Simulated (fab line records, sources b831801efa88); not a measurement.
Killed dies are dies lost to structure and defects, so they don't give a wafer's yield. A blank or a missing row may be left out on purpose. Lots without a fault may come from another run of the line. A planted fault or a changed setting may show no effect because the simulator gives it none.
Which tool did it? | flow gf180mcu | 11 lots, 33 wafers sampled, at 1 step of a route of 602

WHAT THE GAUGES READ, wafer by wafer
GF_SAB_THK_MEAS_01.
lot  | measured     | on            | SAB_CVD_00_THK (nm)
L722 | day 14 17:49 | film_metro-04 | 50.6 50.4 51.2
L727 | day 16 08:56 | film_metro-04 | 49.8 50.6 50.7
L731 | day 17 10:59 | film_metro-03 | 49.7 50.0 50.2
L734 | day 18 17:10 | film_metro-04 | 50.7 51.3 50.9
L738 | day 20 07:23 | film_metro-03 | 49.7 48.9 51.0
L739 | day 20 20:48 | film_metro-04 | 50.0 51.3 51.0
L740 | day 20 21:35 | film_metro-04 | 49.0 50.1 49.8
L741 | day 21 06:02 | film_metro-04 | 49.4 49.9 49.8
L742 | day 21 15:01 | film_metro-01 | 50.1 50.2 50.8
L744 | day 21 23:38 | film_metro-03 | 50.2 50.2 50.6
L745 | day 22 10:10 | film_metro-03 | 49.6 50.1 50.0

WHICH TOOL RAN EACH LOT (tool, then ch and the chambers of the sampled wafers, then the start)
The record holds no process step before these readings.

THE ANSWER, worked out from the rows above alone
Rule: what is usual is taken from the lots themselves. Put in order of their means at a reading, lots are off if they are a third of the lots or fewer, leave a main group of 4 or more, and stand apart from it by a gap of 3 or more times the standard deviation of the main group's means; of several such gaps the widest counts. A main group whose means are all the same, to the digits that the tables above print for the reading, isn't used. A lot without any number at a reading at which 4 lots or more have one is off too. The other lots that the step has rows for count as sound.
No lot is off at any reading shown: from this, nothing can be told.

WHAT THE SIMULATOR HAD PUT IN
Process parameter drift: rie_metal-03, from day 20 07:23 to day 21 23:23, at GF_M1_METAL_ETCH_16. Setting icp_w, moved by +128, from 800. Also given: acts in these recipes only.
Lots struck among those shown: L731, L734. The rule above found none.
